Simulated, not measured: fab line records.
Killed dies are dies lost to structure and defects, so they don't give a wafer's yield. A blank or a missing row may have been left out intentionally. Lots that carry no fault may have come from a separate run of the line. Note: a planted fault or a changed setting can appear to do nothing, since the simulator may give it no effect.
Struck lot and sound lot, side by side | flow gf180mcu | 14 out of 602 route steps
Sound: wafers L683.3, L683.4, L683.5. Wafers L700.2, L700.3, L700.6 were the ones struck. The cause comes at the end.
Per side, at each step with rows, come the tool, then ch with its chambers, and then its first start. Under that, the readings that differ: sound wafers | struck wafers | difference of the means | sigmas: that difference in standard deviations of wafers without a fault.
alike: a reading whose means differ by less than 2 such deviations, as well as words and numbers matching on both sides. not compared: withheld readings; readings where some wafer has no value; bounds like >300 that might hide an equal value; numbers whose values overlap and for which the record gives no deviation.
The two part at a step that has a row with sigmas, a row that says differs or no value, or rows on one side only. When numbers do not overlap yet have no deviation, they are printed without sigmas and do not part them. Lack of a reading on every wafer of one side parts them only where that side has two or more wafers.

first, 4 steps without rows for these wafers: GF_CONTACT_CLEAN_19 (cleans in SPM); GF_CONTACT_CLEAN_20 (cleans in DIW); GF_CONTACT_CLEAN_21 (cleans in dHF, time 20 s); GF_CONTACT_SPUTTER_22 (material Ti, target thk 15 nm, time 80.02 s).
GF_CONTACT_SPUTTER_23: material TiN, target thk 10 nm, time 40 s.
  sound on pvd_sputter-01, day 16 02:18; struck on pvd_sputter-01, day 22 10:50
  alike: cathode_dc_power_W, chamber_pressure_pa, throttle_valve_pct
GF_CONTACT_CVD_24: deposits W, target thk 300 nm, time 90.339 s.
  sound on cvd_w-02 ch 0,1, day 16 02:22; struck on cvd_w-01 ch 0, day 22 10:53
  alike: chamber_pressure_Torr, heater_power_w, susceptor_temp_C
GF_CONTACT_RS_MEAS_25: measurement is done with a four-point probe.
  sound on film_metro-01, day 16 02:29; struck on film_metro-04, day 22 11:00
  reading               | sound             | struck            | difference | sigmas
  CONTACT_W_RS (ohm/sq) | 0.386 0.386 0.382 | 0.369 0.371 0.374 | -0.013     | -2
GF_CONTACT_THK_MEAS_26: measures by xrf.
  sound on film_metro-01, day 16 02:35; struck on film_metro-04, day 22 11:07
  reading            | sound       | struck      | difference | sigmas
  CONTACT_W_THK (nm) | 287 288 288 | 302 303 301 | +14        | +3
GF_CONTACT_CMP_27: polishes, stops on SiO2, t overpolish 15 s, target thk 0 nm.
  sound on cmp-02 ch 1,3, day 16 02:37; struck on cmp-02 ch 2,3, day 22 11:13
  alike: edge_zone_pressure_frac, motor_current_A, overpolish_run_s, retaining_ring_pressure_frac, slurry_filter_dp_kPa, time_to_endpoint_s
GF_M1_SPUTTER_00: material Ti, target thk 37.5 nm, time 150 s.
  sound on pvd_sputter-03, day 16 02:55; struck on pvd_sputter-02, day 22 11:28
  alike: cathode_dc_power_W, chamber_pressure_pa, throttle_valve_pct
GF_M1_SPUTTER_01: material TiN, target thk 30 nm, time 25 s.
  sound on pvd_sputter-03, day 16 03:01; struck on pvd_sputter-02, day 22 11:34
  alike: cathode_dc_power_W, chamber_pressure_pa, throttle_valve_pct
then, 1 step without rows for these wafers: GF_M1_SPUTTER_02 (material AlCu, target thk 450 nm, time 23.9 s).
GF_M1_SPUTTER_03: material Ti, target thk 10 nm, time 6.7 s.
  sound on pvd_sputter-03, day 16 03:05; struck on pvd_sputter-02, day 22 11:37
  no value came back on the struck wafers for cathode_dc_power_W (W), chamber_pressure_pa (Pa), throttle_valve_pct (%); on the sound wafers cathode_dc_power_W (W) reads 3001.1 3000.2 3000.7
then, 1 step without rows for these wafers: GF_M1_SPUTTER_04 (material TiN, target thk 50 nm, time 41.7 s).

== WHERE THEY PART ==
First at GF_CONTACT_RS_MEAS_25; last, within this record, at GF_M1_SPUTTER_03.

WHY: whatever the simulator had introduced
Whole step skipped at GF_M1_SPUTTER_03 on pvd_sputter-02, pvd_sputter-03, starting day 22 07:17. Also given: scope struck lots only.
